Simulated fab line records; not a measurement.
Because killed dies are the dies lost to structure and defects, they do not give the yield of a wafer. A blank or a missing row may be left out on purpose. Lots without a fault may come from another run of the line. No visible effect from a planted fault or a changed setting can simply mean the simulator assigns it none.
fab line records ; flow sky130
record: lots: 6; wafers: 18; last-day: 50
route steps=708 shown METAL2@495 VIA2@507
lots that met no fault: taken from a fault-free run of the same line
start-h: start of the lot's first displayed wafer, in hours after the record's first day ; wait-h: time in hours since the lot's previous step ; " as in the row above ; L1.1+2: a single row standing in for several wafers ; - no value, or no start was given ; * or withheld: withheld ; < > ~ a bound
route shown NAME@n: NAME is a module with steps in the file, n the number in the route of the first one ; usual: the fault-free wafers' mean and standard deviation ; same: alike in all rows ; chamber/n: place in a boat ; sites: the reading at each site ; _std_site: the values' standard deviation ; _edge_site: outer sites' mean less inner sites' ; radius-mm: for every site, how far away it sits from the centre of the wafer ; mask NAME#n: copy n ; behind: tool/chamber where the wafer was last shaped ; hold: what put the lot on hold/how long, in hours/how the hold closed ; device: transistor that didn't switch, given as n, p or np ; end of line: the tests these same wafers got at the end of their route ; step lacking rows: just its recipe ; killed: the dies lost at the first sort to structure and to defects; this is not the yield of the wafer ; map: the dies of a wafer, with x for killed, . for not killed, _ for no die there
set.NAME: the run value of the setting; set.NAME@STEP: its run value at that earlier step ; model.NAME: the simulator's own value behind a step, which no gauge read
a table for each step, a row for each wafer; lots at some steps of the route
services: from which hour (start-h, from the record's first day; less than 0 if before it) a tool's chamber was out of use, for how many hours, and why
== steps ==
step: SKY_METAL2_EXPOSE_12
recipe: mask-id: MM2; na: 0.8; source-shape: annular; sigma-inner: 0.55; sigma-outer: 0.85; target-cd-nm: 140; dose-mj: 28
step: SKY_METAL2_PEB_13
recipe: peb-temp-c: withheld; peb-time-s: withheld; resist: KrF-thick
step: SKY_METAL2_DEVELOP_14
recipe: develop-time-s: 60; resist: KrF-thick; dev-temp-c: 21
step: SKY_METAL2_CD_MEAS_15
recipe: target-cd-nm: 140
usual: cd-nm: 139.8/1.7
lot.wafer;tool;chamber;start-h;wait-h;cd-nm
L653.1;cd-sem-01;-;863.40;-;138.8
L653.3;cd-sem-01;-;863.40;-;139.8
L653.5;cd-sem-01;-;863.40;-;139.9
L657.4;cd-sem-02;-;890.98;-;141.4
L657.5;cd-sem-02;-;890.98;-;141.9
L657.6;cd-sem-02;-;890.98;-;140.6
L659.1;cd-sem-02;-;914.67;-;140.9
L659.3;cd-sem-02;-;914.67;-;141.6
L659.4;cd-sem-02;-;914.67;-;142.2
L661.1;cd-sem-02;-;920.92;-;138.6
L661.3;cd-sem-02;-;920.92;-;138.5
L661.6;cd-sem-02;-;920.92;-;137.3
L668.3;cd-sem-01;-;969.91;-;140.6
L668.4;cd-sem-01;-;969.91;-;140.9
L668.5;cd-sem-01;-;969.91;-;141.4
L670.1;cd-sem-01;-;975.42;-;137.5
L670.5;cd-sem-01;-;975.42;-;140.1
L670.6;cd-sem-01;-;975.42;-;137.5
step: SKY_METAL2_OVL_MEAS_16
usual: METAL2_OVL: 4/5
lot.wafer;tool;chamber;start-h;wait-h;METAL2_OVL[nm]
L653.1;overlay-02;-;863.52;0.1;5
L653.3;overlay-02;-;863.52;0.1;-2
L653.5;overlay-02;-;863.52;0.1;9
L657.4;overlay-02;-;891.06;0.1;9
L657.5;overlay-02;-;891.06;0.1;13
L657.6;overlay-02;-;891.06;0.1;7
L659.1;overlay-01;-;914.79;0.1;12
L659.3;overlay-01;-;914.79;0.1;17
L659.4;overlay-01;-;914.79;0.1;11
L661.1;overlay-01;-;921.04;0.1;4
L661.3;overlay-01;-;921.04;0.1;10
L661.6;overlay-01;-;921.04;0.1;6
L668.3;overlay-01;-;970.00;0.1;1
L668.4;overlay-01;-;970.00;0.1;-3
L668.5;overlay-01;-;970.00;0.1;4
L670.1;overlay-02;-;975.54;0.1;-5
L670.5;overlay-02;-;975.54;0.1;-5
L670.6;overlay-02;-;975.54;0.1;-6
step: SKY_METAL2_DESCUM_17
recipe: chemistry: O2; source-power-w: 150; bias-power-w: 0; pressure-mtorr: 10; temp-c: 40; time-s: 8
usual: drypump-motor-current-A: 5.7/0.5; oes-product-au: 1.001/0.0079
lot.wafer;tool;chamber;start-h;wait-h;drypump-motor-current-A;oes-product-au;rf-hours-counter-h
L653.1;rie-metal-02;1;863.55;0.0;6.3;0.994;7
L653.3;rie-metal-02;1;863.55;0.0;6.2;1.003;-
L653.5;rie-metal-02;1;863.55;0.0;6.3;1.007;-
L657.4;rie-metal-02;0;891.09;0.0;5.8;1.002;-
L657.5;rie-metal-02;1;891.09;0.0;6.2;0.987;-
L657.6;rie-metal-02;0;891.09;0.0;5.8;0.994;-
L659.1;rie-metal-02;0;914.83;0.0;5.8;1.018;15
L659.3;rie-metal-02;0;914.83;0.0;5.8;1.011;-
L659.4;rie-metal-02;0;914.83;0.0;5.8;1.016;-
L661.1;rie-metal-02;1;921.08;0.0;6.2;1.005;11
L661.3;rie-metal-02;0;921.08;0.0;5.8;1.007;-
L661.6;rie-metal-02;0;921.08;0.0;5.8;1.022;-
L668.3;rie-metal-01;0;970.04;0.0;6.2;1.006;-
L668.4;rie-metal-01;1;970.04;0.0;5.1;0.991;-
L668.5;rie-metal-01;0;970.04;0.0;6.2;1.007;-
L670.1;rie-metal-03;0;975.58;0.0;4.9;1.004;16
L670.5;rie-metal-03;0;975.58;0.0;4.9;1.009;-
L670.6;rie-metal-03;1;975.58;0.0;5.5;0.986;-
step: SKY_METAL2_ETCH_18
recipe: chemistry: N2/H2; target: BARC; ion-energy-ev: 200; bias-w: 100; pressure-mtorr: 30; n2-flow-sccm: 100; h2-flow-sccm: 200; icp-w: 500; stop-on: SiO2; time-s: 45.9; target-depth-a: 600
usual: drypump-motor-current-A: 5.7/0.5; oes-product-au: 0.854/0.0049; throttle-valve-pct: 13.224/0.009
lot.wafer;tool;chamber;start-h;wait-h;drypump-motor-current-A;oes-product-au;rf-hours-counter-h;throttle-valve-pct
L653.1;rie-metal-02;1;863.62;0.1;6.3;0.848;7;13.238
L653.3;rie-metal-02;1;863.62;0.1;6.2;0.855;-;13.217
L653.5;rie-metal-02;1;863.62;0.1;6.2;0.864;-;13.216
L657.4;rie-metal-02;0;891.13;0.0;5.8;0.852;-;13.224
L657.5;rie-metal-02;1;891.13;0.0;6.2;0.851;-;13.217
L657.6;rie-metal-02;0;891.13;0.0;5.8;0.849;-;13.230
L659.1;rie-metal-02;0;914.89;0.1;5.8;0.857;15;13.216
L659.3;rie-metal-02;0;914.89;0.1;5.8;0.850;-;13.219
L659.4;rie-metal-02;0;914.89;0.1;5.8;0.852;-;13.230
L661.1;rie-metal-02;1;921.11;0.0;6.3;0.852;11;13.247
L661.3;rie-metal-02;0;921.11;0.0;5.8;0.853;-;13.240
L661.6;rie-metal-02;0;921.11;0.0;5.8;0.850;-;13.220
L668.3;rie-metal-01;0;970.08;0.0;6.2;0.860;-;13.216
L668.4;rie-metal-01;1;970.08;0.0;5.1;0.854;-;13.238
L668.5;rie-metal-01;0;970.08;0.0;6.2;0.862;-;13.228
L670.1;rie-metal-03;0;975.61;0.0;5.0;0.853;16;13.230
L670.5;rie-metal-03;0;975.61;0.0;4.9;0.864;-;13.229
L670.6;rie-metal-03;1;975.61;0.0;5.5;0.851;-;13.212
step: SKY_METAL2_METAL_ETCH_19
recipe: target-depth-a: 3600; stop-on: SiO2; over-etch-frac: 0.3; time-s: 78; chemistry: Cl2/BCl3; resist-sidewall-deg: 88; pressure-mtorr: 10; icp-w: 900; bias-w: 48.5; Cl2_flow_sccm: 60; bcl3-flow-sccm: 30
usual: drypump-motor-current-A: 5.7/0.5; oes-product-au: 0.854/0.0055; throttle-valve-pct: 22.265/0.0092
lot.wafer;tool;chamber;start-h;wait-h;drypump-motor-current-A;oes-product-au;rf-hours-counter-h;throttle-valve-pct
L653.1;rie-metal-02;1;863.74;0.1;6.2;0.856;7;22.263
L653.3;rie-metal-02;1;863.74;0.1;6.2;0.856;-;22.272
L653.5;rie-metal-02;1;863.74;0.1;6.2;0.851;-;22.253
L657.4;rie-metal-02;0;891.20;0.1;5.8;0.858;-;22.274
L657.5;rie-metal-02;1;891.20;0.1;6.3;0.855;-;22.276
L657.6;rie-metal-02;0;891.20;0.1;5.8;0.860;-;22.259
L659.1;rie-metal-02;0;915.02;0.1;5.8;0.851;15;22.245
L659.3;rie-metal-02;0;915.02;0.1;5.7;0.848;-;22.271
L659.4;rie-metal-02;0;915.02;0.1;5.8;0.854;-;22.252
L661.1;rie-metal-02;1;921.17;0.0;6.2;0.860;11;22.264
L661.3;rie-metal-02;0;921.17;0.0;5.8;0.852;-;22.259
L661.6;rie-metal-02;0;921.17;0.0;5.8;0.854;-;22.267
L668.3;rie-metal-01;0;970.15;0.1;6.2;0.868;-;22.265
L668.4;rie-metal-01;1;970.15;0.1;5.1;0.863;-;22.278
L668.5;rie-metal-01;0;970.15;0.1;6.2;0.857;-;22.271
L670.1;rie-metal-03;0;975.67;0.0;4.9;0.856;16;22.280
L670.5;rie-metal-03;0;975.67;0.0;4.9;0.856;-;22.263
L670.6;rie-metal-03;1;975.67;0.0;5.5;0.853;-;22.272
step: SKY_METAL2_STRIP_20
recipe: chemistry: O2/N2; power-w: 1400; pressure-mtorr: 1500; platen-temp-c: withheld; o2-flow-sccm: 3000; n2-flow-sccm: 300; overash-fraction: 0.5
usual: drypump-motor-current-A: 5.6/0.42; oes-product-au: 0.342/0.0041; strip-time-to-endpoint-s: 2.680/0.026
lot.wafer;tool;chamber;start-h;wait-h;drypump-motor-current-A;oes-product-au;rf-hours-counter-h;strip-time-to-endpoint-s
L653.1;plasma-asher-03;0;863.92;0.1;6.0;0.344;13;2.657
L653.3;plasma-asher-03;1;863.92;0.1;5.9;0.337;-;2.697
L653.5;plasma-asher-03;0;863.92;0.1;6.0;0.345;-;2.673
L657.4;plasma-asher-01;1;891.29;0.1;5.4;0.338;-;2.706
L657.5;plasma-asher-01;1;891.29;0.1;5.4;0.338;-;2.712
L657.6;plasma-asher-01;0;891.29;0.1;4.8;0.342;-;2.687
L659.1;plasma-asher-01;1;915.20;0.1;5.4;0.343;53;2.658
L659.3;plasma-asher-01;1;915.20;0.1;5.4;0.337;-;2.670
L659.4;plasma-asher-01;0;915.20;0.1;4.8;0.345;-;2.671
L661.1;plasma-asher-03;0;921.26;0.1;6.0;0.348;20;2.697
L661.3;plasma-asher-03;1;921.26;0.1;5.9;0.333;-;2.644
L661.6;plasma-asher-03;0;921.26;0.1;6.0;0.340;-;2.635
L668.3;plasma-asher-02;1;970.25;0.1;5.7;0.343;-;2.740
L668.4;plasma-asher-02;0;970.25;0.1;5.6;0.345;-;2.716
L668.5;plasma-asher-02;0;970.25;0.1;5.6;0.341;-;2.710
L670.1;plasma-asher-03;1;975.76;0.1;5.9;0.338;25;2.685
L670.5;plasma-asher-03;1;975.76;0.1;5.9;0.347;-;2.662
L670.6;plasma-asher-03;0;975.76;0.1;6.0;0.341;-;2.672
step: SKY_METAL2_STRIP_21
recipe: chemistry: post-etch-residue-remover; time-s: 1200; temp-c: 72.5
step: SKY_METAL2_CLEAN_22
recipe: chemistry: IPA; time-s: 180; temp-c: 25
step: SKY_METAL2_CLEAN_23
recipe: chemistry: O3/DIW; dry: n2-spin
step: SKY_VIA2_HDPCVD_00
recipe: material: SiO2; target-thk-nm: 1180; sigma-open-frac: 0.3; time-s: 196.7; temp-c: 400; sih4-flow-sccm: 60; pressure-mtorr: 6
usual: sih4-flow-sccm: 60.01/0.18
lot.wafer;tool;chamber;start-h;wait-h;sih4-flow-sccm;model.SiO2_of_VIA2_HDPCVD_00.thk-nm
L653.1;hdpcvd-01;1;864.52;0.0;59.95;1195
L653.3;hdpcvd-01;2;864.52;0.0;59.86;1205
L653.5;hdpcvd-01;2;864.52;0.0;60.02;1186
L657.4;hdpcvd-02;0;891.92;0.1;60.18;1176
L657.5;hdpcvd-02;1;891.92;0.1;60.07;1175
L657.6;hdpcvd-02;2;891.92;0.1;60.10;1175
L659.1;hdpcvd-01;1;915.82;0.0;60.01;1172
L659.3;hdpcvd-01;0;915.82;0.0;60.15;1173
L659.4;hdpcvd-01;0;915.82;0.0;60.29;1165
L661.1;hdpcvd-01;1;921.86;0.0;60.30;1174
L661.3;hdpcvd-01;2;921.86;0.0;60.26;1173
L661.6;hdpcvd-01;2;921.86;0.0;60.28;1183
L668.3;hdpcvd-02;0;970.80;0.0;59.97;2176
L668.4;hdpcvd-02;1;970.80;0.0;60.42;2170
L668.5;hdpcvd-02;2;970.80;0.0;59.94;1177
L670.1;hdpcvd-02;1;976.35;0.0;59.88;1181
L670.5;hdpcvd-02;0;976.35;0.0;60.17;1174
L670.6;hdpcvd-02;1;976.35;0.0;60.11;2176
step: SKY_VIA2_THK_MEAS_01
recipe: reads: SiO2_of_VIA2_HDPCVD_00
usual: VIA2_HDPCVD_THK: 1179/12
lot.wafer;tool;chamber;start-h;wait-h;VIA2_HDPCVD_THK[nm]
L653.1;film-metro-03;-;864.65;0.1;1196
L653.3;film-metro-03;-;864.65;0.1;1206
L653.5;film-metro-03;-;864.65;0.1;1187
L657.4;film-metro-02;-;892.01;0.0;1175
L657.5;film-metro-02;-;892.01;0.0;1174
L657.6;film-metro-02;-;892.01;0.0;1174
L659.1;film-metro-02;-;915.95;0.1;1173
L659.3;film-metro-02;-;915.95;0.1;1173
L659.4;film-metro-02;-;915.95;0.1;1164
L661.1;film-metro-04;-;921.98;0.1;1173
L661.3;film-metro-04;-;921.98;0.1;1173
L661.6;film-metro-04;-;921.98;0.1;1184
L668.3;film-metro-04;-;970.95;0.1;2176
L668.4;film-metro-04;-;970.95;0.1;2171
L668.5;film-metro-04;-;970.95;0.1;1177
L670.1;film-metro-03;-;976.48;0.1;1180
L670.5;film-metro-03;-;976.48;0.1;1173
L670.6;film-metro-03;-;976.48;0.1;2177
step: SKY_VIA2_CMP_02
recipe: material: SiO2; down-force-psi: 4; platen-rpm: 60; pad-velocity-m-s: 0.94248
usual: motor-current-A: 12.5/1.3
lot.wafer;tool;chamber;start-h;wait-h;motor-current-A
L653.1;cmp-02;2;864.71;0.1;12.4
L653.3;cmp-02;1;864.71;0.1;14.0
L653.5;cmp-02;3;864.71;0.1;11.8
L657.4;cmp-01;2;892.39;0.4;10.0
L657.6;cmp-01;1;892.39;0.4;12.0
L657.5;cmp-01;2;892.39;0.4;10.7
L659.1;cmp-02;0;916.33;0.4;14.1
L659.4;cmp-02;1;916.33;0.4;15.1
L659.3;cmp-02;3;916.33;0.4;12.3
L661.3;cmp-02;3;922.09;0.1;11.7
L661.1;cmp-02;1;922.09;0.1;14.5
L661.6;cmp-02;2;922.09;0.1;12.5
L668.3;cmp-02;3;970.99;0.0;11.6
L668.4;cmp-02;2;970.99;0.0;12.0
L668.5;cmp-02;3;970.99;0.0;11.9
L670.1;cmp-02;0;976.59;0.1;14.2
L670.6;cmp-02;3;976.59;0.1;12.5
L670.5;cmp-02;0;976.59;0.1;13.9
== services ==
tool;chamber;start-h;hours;kind
cmp-02;-;841.29;1.9;repair
rie-metal-03;1;844.84;-;clean
rie-metal-03;1;844.84;16.2;scheduled-down
rie-metal-03;1;844.84;16.2;vent-cycle
plasma-asher-02;-;845.74;2.0;repair
cmp-02;-;855.28;5.1;pm
plasma-asher-02;-;856.67;1.9;repair
rie-metal-02;1;857.43;2.4;repair
plasma-asher-02;-;859.21;14.6;pm
hdpcvd-02;-;859.95;0.6;repair
rie-metal-02;0;862.28;19.8;repair
cmp-02;-;885.91;0.3;repair
rie-metal-02;1;901.18;13.8;repair
cmp-01;-;911.56;3.7;repair
cmp-02;-;912.10;0.3;repair
cmp-01;-;915.25;4.0;pm
cmp-02;-;929.83;0.4;repair
plasma-asher-03;-;937.74;2.8;pm
rie-metal-03;-;939.76;9.0;repair
rie-metal-01;-;944.82;4.3;pm
hdpcvd-01;-;950.25;15.0;pm
hdpcvd-01;0;950.25;15.0;vent-cycle
hdpcvd-01;1;950.25;15.0;vent-cycle
rie-metal-01;-;970.23;0.5;repair
== key ==
first-sign: step: SKY_VIA2_THK_MEAS_01; reading: VIA2_HDPCVD_THK; direction: up; sigmas: 86; usual: 1179; struck: 2174
effect none on later readings
model-effect: step: SKY_VIA2_HDPCVD_00; value: SiO2_of_VIA2_HDPCVD_00.thk-nm; without: 1179; struck: 2174
met-at SKY_VIA2_HDPCVD_00
struck-wafers L668.3,L668.4,L670.6
onset-between 891.92 970.80
fault: kind: process-parameter-drift; tool: hdpcvd-02; chamber: -; onset-h: 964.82; steps: SKY_VIA2_HDPCVD_00; channel: target-thk-nm; offset: 994.73; shape: step; end-h: 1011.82; scope: struck-wafers-only; acts-in: these-recipes-only; stated: 1180
